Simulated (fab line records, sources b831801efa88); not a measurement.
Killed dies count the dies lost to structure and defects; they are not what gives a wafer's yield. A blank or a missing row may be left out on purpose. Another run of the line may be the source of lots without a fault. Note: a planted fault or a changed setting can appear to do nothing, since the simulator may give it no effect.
Matching of chambers	flow gf180mcu	GF_V1_ETCH_16 on rie_diel-04 has 4 sister chambers
The step etches BARC in N2/H2. 8 wafers are shown with their chamber, then 8 later ones without.

## WAFERS, EACH WITH ITS CHAMBER
wafer	chamber	oes_product_au (a.u.)	throttle_valve_pct (%)
L081.1	3	0.850	13.220
L081.2	1	0.853	13.231
L081.3	2	0.855	13.215
L081.5	3	0.858	13.227
L084.3	0	0.859	13.228
L084.5	0	0.851	13.225
L084.6	2	0.857	13.222
L090.1	1	0.851	13.214

## WAFERS MISSING THEIR CHAMBER
wafer	oes_product_au (a.u.)	throttle_valve_pct (%)
L090.2	0.858	13.229
L090.3	0.852	13.222
L090.4	0.853	13.223
L090.5	0.856	13.216
L090.6	0.856	13.225
L096.1	0.852	13.234
L096.2	0.860	13.219
L096.6	0.858	13.222

## EACH ONE'S CHAMBER
wafer	from the rows above	in truth
L090.2	can't be placed: 0 or 3 or 2 or 1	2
L090.3	can't be placed: 1 or 3 or 0 or 2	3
L090.4	can't be placed: 1 or 3 or 0 or 2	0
L090.5	can't be placed: 2 or 3 or 1 or 0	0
L090.6	can't be placed: 0 or 3 or 2 or 1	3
L096.1	can't be placed: 0 or 3 or 1 or 2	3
L096.2	can't be placed: 2 or 3 or 0 or 1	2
L096.6	can't be placed: 2 or 0 or 3 or 1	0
Correct placement for 0 of the 8. Can't be placed from these rows: 8 (the true chamber is among the candidates in 8). Placed wrongly: 0.
How it was worked out, from the rows above alone: a wafer's distance from a chamber is the root of the sum, over the readings, of the square of ((its reading less the chamber's mean) divided by the reading's scatter). If the next closest chamber is less than 2 further off than the closest, the wafer can't be placed; otherwise it belongs to the closest. A chamber's mean is the mean of its shown wafers. How the scatter is found: for the shown wafers, subtract from each reading the mean of its chamber, square and add these, divide the total by (wafers less chambers), then take the root.
